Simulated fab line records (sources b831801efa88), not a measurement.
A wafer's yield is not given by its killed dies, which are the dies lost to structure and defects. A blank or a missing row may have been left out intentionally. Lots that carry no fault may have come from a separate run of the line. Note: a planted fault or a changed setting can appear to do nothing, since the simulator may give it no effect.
fab line records | flow sfq-line
record lots=13 wafers=39 last-day=92
route steps=325 shown R5@213
lots with no fault: from the same line, run without faults
start-h: hours from the record's opening day to when the first of the lot's shown wafers began | wait-h: time in hours since the lot's previous step | " repeats the value in the row above | L1.1+2: a single row standing in for several wafers | - no value present, or no start provided | * or withheld: withheld | < > ~ a bound
route shown NAME@n: names a module that has steps shown in the file, with the first one's number in the route | usual: average and standard deviation across the fault-free wafers | same: alike in all rows | chamber/n: place in a boat | sites: readings site by site | _std_site: their standard deviation | _edge_site: inner sites' mean taken away from outer sites' mean | radius-mm: for every site, how far away it sits from the centre of the wafer | mask NAME#n: copy n | behind: the most recent tool/chamber to have shaped the wafer | hold: cause of the lot's hold/its duration in hours/its outcome | device: whichever transistor did not switch (one of n, p or np) | end of line: the route-end tests of the same wafers | step lacking rows: just its recipe | killed: dies lost to structure and defects at the first sort, not the wafer's yield | map: a wafer's dies, marking killed ones x, the rest . and places with no die _
set.NAME: the run value of the setting; set.NAME@STEP: its run value at that earlier step | model.NAME: the simulator's own value behind a step, which no gauge read
route steps across a sampled set of lots; one table per step, one row per wafer
services: from which hour (start-h, from the record's first day; less than 0 if before it) a tool's chamber was out of use, for how many hours, and why
## steps
# step SFQ_TRILAYER_R5_DEP_SPUTTER_133
# recipe material=MoNx base-pressure-pa=1.33e-06 target-thk-nm=40 power-w=1000 time-s=66.7 chamber-pressure-pa=0.4
# usual base-pressure-pa=1.34e-06/8.9e-08 throttle-valve-pct=29.7/0.74
# columns lot.wafer tool chamber start-h wait-h base-pressure-pa throttle-valve-pct
L595.3 pvd-sputter-05 - 1547.05 0.0 1.3e-06 29.7
L595.5 " - " " 1.34e-06 29.1
L595.6 " - " " 1.38e-06 30.6
L597.1 pvd-sputter-04 - 1662.79 0.0 1.28e-06 28.9
L597.2 " - " " 1.4e-06 28.9
L597.3 " - " " 1.49e-06 30.5
L598.1 pvd-sputter-06 - 1665.55 0.0 1.37e-06 31.3
L598.3 " - " " 1.45e-06 28.9
L598.4 " - " " 1.41e-06 30.1
L599.1 pvd-sputter-04 - 1666.39 0.0 1.2e-06 29.1
L599.4 " - " " 1.4e-06 28.7
L599.6 " - " " 1.47e-06 29.4
L604.1 pvd-sputter-05 - 1677.78 0.0 1.41e-06 30.4
L604.2 " - " " 1.49e-06 29.8
L604.5 " - " " 1.35e-06 30.0
L605.1 pvd-sputter-06 - 1679.59 0.0 1.28e-06 31.0
L605.2 " - " " 1.36e-06 28.8
L605.4 " - " " 1.3e-06 29.9
L608.4 pvd-sputter-04 - 1686.18 0.0 1.33e-06 30.8
L608.5 " - " " 1.41e-06 30.4
L608.6 " - " " 1.39e-06 29.0
L611.3 pvd-sputter-05 - 1771.25 0.0 1.31e-06 30.0
L611.4 " - " " 1.35e-06 30.1
L611.5 " - " " 1.29e-06 30.7
L612.1 pvd-sputter-06 - 1783.95 0.0 1.39e-06 30.0
L612.3 " - " " 1.28e-06 31.1
L612.6 " - " " 1.32e-06 29.9
L614.2 pvd-sputter-06 - 1803.21 0.0 1.38e-06 29.9
L614.4 " - " " 1.3e-06 29.2
L614.5 " - " " 1.3e-06 29.0
L615.1 pvd-sputter-04 - 1811.30 0.0 1.34e-06 30.6
L615.4 " - " " 1.24e-06 29.2
L615.6 " - " " 1.5e-06 28.6
L616.3 pvd-sputter-05 - 1814.73 0.0 1.38e-06 30.6
L616.5 " - " " 1.34e-06 29.3
L616.6 " - " " 1.35e-06 29.1
L618.1 pvd-sputter-04 - 1818.67 0.0 1.25e-06 29.0
L618.3 " - " " 1.35e-06 30.6
L618.5 " - " " 1.35e-06 29.0
# step SFQ_R5_RS_MEAS_933
# recipe thk-meas-gauge=four-point-probe reads=Ti_of_TRILAYER_R5_DEP_SPUTTER_134+MoNx_of_TRILAYER_R5_DEP_SPUTTER_133+Ti_of_TRILAYER_R5_DEP_SPUTTER_132
# usual R5_MONX_RS=7.03/0.067
# columns lot.wafer tool chamber start-h wait-h R5_MONX_RS[ohm/sq]
L595.3 film-metro-01 - 1547.17 0.0 7.02
L595.5 " - " " 7.03
L595.6 " - " " 7.02
L597.1 film-metro-02 - 1662.87 0.0 7.12
L597.2 " - " " 7.17
L597.3 " - " " 7.22
L598.1 film-metro-02 - 1665.62 0.0 7.03
L598.3 " - " " 6.99
L598.4 " - " " 7.04
L599.1 film-metro-01 - 1666.47 0.0 6.96
L599.4 " - " " 6.98
L599.6 " - " " 6.95
L604.1 film-metro-01 - 1677.85 0.0 7.05
L604.2 " - " " 7.00
L604.5 " - " " 6.98
L605.1 film-metro-02 - 1679.67 0.0 6.97
L605.2 " - " " 6.93
L605.4 " - " " 6.90
L608.4 film-metro-03 - 1686.31 0.1 7.12
L608.5 " - " " 7.11
L608.6 " - " " 6.83
L611.3 film-metro-03 - 1771.36 0.0 6.97
L611.4 " - " " 7.03
L611.5 " - " " 7.05
L612.1 film-metro-01 - 1784.03 0.0 7.03
L612.3 " - " " 6.97
L612.6 " - " " 6.94
L614.2 film-metro-01 - 1803.31 0.0 7.07
L614.4 " - " " 7.03
L614.5 " - " " 7.08
L615.1 film-metro-03 - 1811.37 0.0 7.04
L615.4 " - " " 7.07
L615.6 " - " " 6.96
L616.3 film-metro-01 - 1814.84 0.0 7.09
L616.5 " - " " 7.00
L616.6 " - " " 7.04
L618.1 film-metro-01 - 1818.74 0.0 7.10
L618.3 " - " " 7.20
L618.5 " - " " 7.17
## services
# columns tool chamber start-h hours kind
pvd-sputter-04 - 1598.63 7.5 repair
pvd-sputter-06 0 1606.73 - consumable-replace:kit
pvd-sputter-06 0 1606.73 18.0 scheduled-down
pvd-sputter-06 0 1606.73 18.0 vent-cycle
pvd-sputter-05 - 1711.21 2.8 repair
pvd-sputter-06 - 1788.89 2.0 repair
pvd-sputter-04 3 1792.11 - consumable-replace:kit
pvd-sputter-04 3 1792.11 18.0 scheduled-down
pvd-sputter-04 3 1792.11 18.0 vent-cycle
## key
first-sign step=SFQ_R5_RS_MEAS_933 reading=R5_MONX_RS direction=down sigmas=3 usual=7.03 struck=6.83
effect none on later readings
met-at SFQ_TRILAYER_R5_DEP_SPUTTER_133
struck-lots L608
struck-wafers L608.6
onset-between 1666.39 1686.18
fault kind=process-parameter-drift tool=pvd-sputter-04 chamber=- onset-h=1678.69 steps=SFQ_TRILAYER_R5_DEP_SPUTTER_133 channel=time-s offset=* shape=step end-h=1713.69 acts-in=* stated=* scope=struck-wafers-only
